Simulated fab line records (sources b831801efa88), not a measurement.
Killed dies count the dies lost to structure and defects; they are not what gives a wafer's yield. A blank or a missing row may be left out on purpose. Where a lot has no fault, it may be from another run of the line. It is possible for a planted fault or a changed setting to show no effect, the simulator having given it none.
Matching of chambers || flow gf180mcu || cmp-01 running GF_V2_CMP_26: 4 sister chambers
The step polishes, stops on SiO2, t overpolish 15 s, target thk 0 nm. 16 wafers are shown with their chamber, then 8 later ones without.

## WAFERS WITH THEIR CHAMBER
{"wafer": "L117.1", "chamber": 1, "motor_current_A (A)": 11.0, "time_to_endpoint_s (s)": 81}
{"wafer": "L117.4", "chamber": 0, "motor_current_A (A)": 9.8, "time_to_endpoint_s (s)": 84}
{"wafer": "L117.6", "chamber": 3, "motor_current_A (A)": 11.8, "time_to_endpoint_s (s)": 86}
{"wafer": "L118.1", "chamber": 0, "motor_current_A (A)": 9.3, "time_to_endpoint_s (s)": 85}
{"wafer": "L118.2", "chamber": 1, "motor_current_A (A)": 11.8, "time_to_endpoint_s (s)": 80}
{"wafer": "L118.6", "chamber": 3, "motor_current_A (A)": 11.6, "time_to_endpoint_s (s)": 83}
{"wafer": "L120.2", "chamber": 2, "motor_current_A (A)": 11.2, "time_to_endpoint_s (s)": 84}
{"wafer": "L120.5", "chamber": 0, "motor_current_A (A)": 9.7, "time_to_endpoint_s (s)": 86}
{"wafer": "L120.6", "chamber": 1, "motor_current_A (A)": 11.7, "time_to_endpoint_s (s)": 84}
{"wafer": "L123.1", "chamber": 1, "motor_current_A (A)": 11.5, "time_to_endpoint_s (s)": 87}
{"wafer": "L123.4", "chamber": 3, "motor_current_A (A)": 11.5, "time_to_endpoint_s (s)": 86}
{"wafer": "L123.6", "chamber": 0, "motor_current_A (A)": 9.0, "time_to_endpoint_s (s)": 97}
{"wafer": "L132.1", "chamber": 2, "motor_current_A (A)": 11.4, "time_to_endpoint_s (s)": 88}
{"wafer": "L132.4", "chamber": 3, "motor_current_A (A)": 10.7, "time_to_endpoint_s (s)": 93}
{"wafer": "L132.5", "chamber": 2, "motor_current_A (A)": 11.9, "time_to_endpoint_s (s)": 85}
{"wafer": "L136.2", "chamber": 2, "motor_current_A (A)": 11.8, "time_to_endpoint_s (s)": 87}

SIGNATURES (means of the wafers above)
{"reading": "motor_current_A", "chamber 0": 9.450, "chamber 1": 11.500, "chamber 2": 11.575, "chamber 3": 11.400, "scatter within a chamber": 0.389}
{"reading": "time_to_endpoint_s", "chamber 0": 88.00, "chamber 1": 83.00, "chamber 2": 86.00, "chamber 3": 87.00, "scatter within a chamber": 4.12}
Rule: a wafer lies at a distance from a chamber equal to the root of the sum of squares, over the readings, of (its reading less the chamber's mean, divided by the reading's scatter). The wafer belongs to the nearest chamber; if the next one is less than 2 further off, it can't be placed. The scatter is the square root of a quotient: the sum, over the shown wafers, of each reading's squared deviation from its chamber's mean, divided by wafers minus chambers.

## WAFERS WITHOUT THEIR CHAMBER
{"wafer": "L136.3", "motor_current_A (A)": 11.6, "time_to_endpoint_s (s)": 87}
{"wafer": "L136.4", "motor_current_A (A)": 11.4, "time_to_endpoint_s (s)": 87}
{"wafer": "L137.4", "motor_current_A (A)": 9.8, "time_to_endpoint_s (s)": 87}
{"wafer": "L137.5", "motor_current_A (A)": 9.5, "time_to_endpoint_s (s)": 87}
{"wafer": "L137.6", "motor_current_A (A)": 10.8, "time_to_endpoint_s (s)": 84}
{"wafer": "L139.2", "motor_current_A (A)": 11.0, "time_to_endpoint_s (s)": 89}
{"wafer": "L139.3", "motor_current_A (A)": 9.5, "time_to_endpoint_s (s)": 91}
{"wafer": "L139.5", "motor_current_A (A)": 11.1, "time_to_endpoint_s (s)": 88}

## THE CHAMBER EACH PASSED THROUGH
{"wafer": "L136.3", "from the rows above": "can't be placed: 2 or 3 or 1", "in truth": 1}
{"wafer": "L136.4", "from the rows above": "can't be placed: 3 or 2 or 1", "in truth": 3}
{"wafer": "L137.4", "from the rows above": 0, "in truth": 0}
{"wafer": "L137.5", "from the rows above": 0, "in truth": 0}
{"wafer": "L137.6", "from the rows above": "can't be placed: 3 or 1 or 2 or 0", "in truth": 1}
{"wafer": "L139.2", "from the rows above": "can't be placed: 3 or 2 or 1", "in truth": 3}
{"wafer": "L139.3", "from the rows above": 0, "in truth": 0}
{"wafer": "L139.5", "from the rows above": "can't be placed: 3 or 2 or 1", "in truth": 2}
Correctly placed: 3 of 8. Unplaceable from these rows: 5, with the true chamber sitting among the candidates in 5. Placed wrongly: 0.
